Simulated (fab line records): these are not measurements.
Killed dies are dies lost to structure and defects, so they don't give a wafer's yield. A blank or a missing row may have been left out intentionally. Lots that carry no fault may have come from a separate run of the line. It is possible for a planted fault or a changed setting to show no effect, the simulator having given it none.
Problem report, 8D (eight disciplines) form, completed by code / flow gf180mcu / the parts of the form that need people (team, actions taken, sign-off) are left out

1. PROBLEM STATEMENT
At GF_V3_CD_MEAS_14, cdNm averages 241.8 nm over 6 wafers from 2 lots, while fault-free wafers read 259.8 nm, standard deviation 1.1. That is -16 standard deviations from the usual mean.
The step: target cd 260 nm.
Seen first at day 26 09:51 on cdSem-02, wafer L662.4. The record has a number at this step for 36 wafers belonging to 12 lots. The rule behind "out" and "out of limits": a value lying over 4 standard deviations away from the usual mean. Any other wafer with a number is counted as sound.

2. WHAT IT IS, WHAT IT ISN'T
question=which readings at this step | is=cdNm | is not=-
question=which lots | is=L662, L663 | is not=L651, L652, L653, L654, L655, L664, L665, L667, L672, L673
question=which wafers of those lots | is=all that have a number | is not=-
question=read on which gauges | is=cdSem-02 | is not=cdSem-01
question=when | is=from day 26 09:51 | is not=up to then (15 sound wafers); but 15 sound wafers of L664, L665, L667, L672, L673 came after

3. WHAT RULES OUT EACH SUSPECT
Counting: a tool at any process step up to the reading remains a suspect when it ran all the lots that are out and ran no sound lot after the first of those.
- the gauge at GF_V3_CD_MEAS_14 is ruled out. All the wafers that are out were read on cdSem-02, but those of them that GF_V3_EXPOSE_11 has rows for are out there too, on other tools.
- krfScanner-01 at GF_V3_EXPOSE_11 (exposes mask Via3, target cd 260 nm): kept. It processed each lot that is out, first L662 at day 25 23:37, and no sound lot thereafter; up to then, the last sound lot it processed was L655 at day 23 14:50. Its own readings are out on those wafers: exposureDoseMJCm2.
Left after counting: krfScanner-01 at GF_V3_EXPOSE_11.

4. THE CAUSE (what the simulator had put in)
Process parameter drift: krfScanner-01, from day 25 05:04 on, at GF_V3_EXPOSE_11. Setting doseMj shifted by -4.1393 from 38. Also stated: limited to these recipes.
Only this tool survived the counting.

5. THE CHAIN OF EFFECTS, in route order
Each row: a reading whose mean over the struck wafers that have a number lies more than 3 standard deviations from the usual. Only readings whose record carries a usual standard deviation are examined. hours: median over the lots of the time between each lot's start at the first step of this table that gives one and its start at this step. sigmas: the change, counted in usual standard deviations.
hours=0; step=GF_V3_EXPOSE_11; reading=exposureDoseMJCm2; usual=37.95; on struck wafers=33.83; change=-4.12; sigmas=-99 or more
hours=10; step=GF_V3_CD_MEAS_14; reading=cdNm; usual=259.8 nm; on struck wafers=241.8; change=-18.0; sigmas=-16
Here are the process steps it includes:
- GF_V3_EXPOSE_11: exposes mask Via3, target cd 260 nm.

6. WHAT WOULD HAVE CAUGHT IT SOONER
29 hours passed between the start of the fault at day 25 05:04 and the first reading out of limits at a measuring or inspecting step in this record, taken at day 26 09:51.
At GF_V3_EXPOSE_11, the tool's own readings (exposureDoseMJCm2) were out on each struck wafer the step has a row for, so an alarm limit on them would have fired on the first such wafer.
All the lots that are out (2) had begun GF_V3_EXPOSE_11 on krfScanner-01 by day 26 09:51. Holding the tool at that point would not have protected any of them.
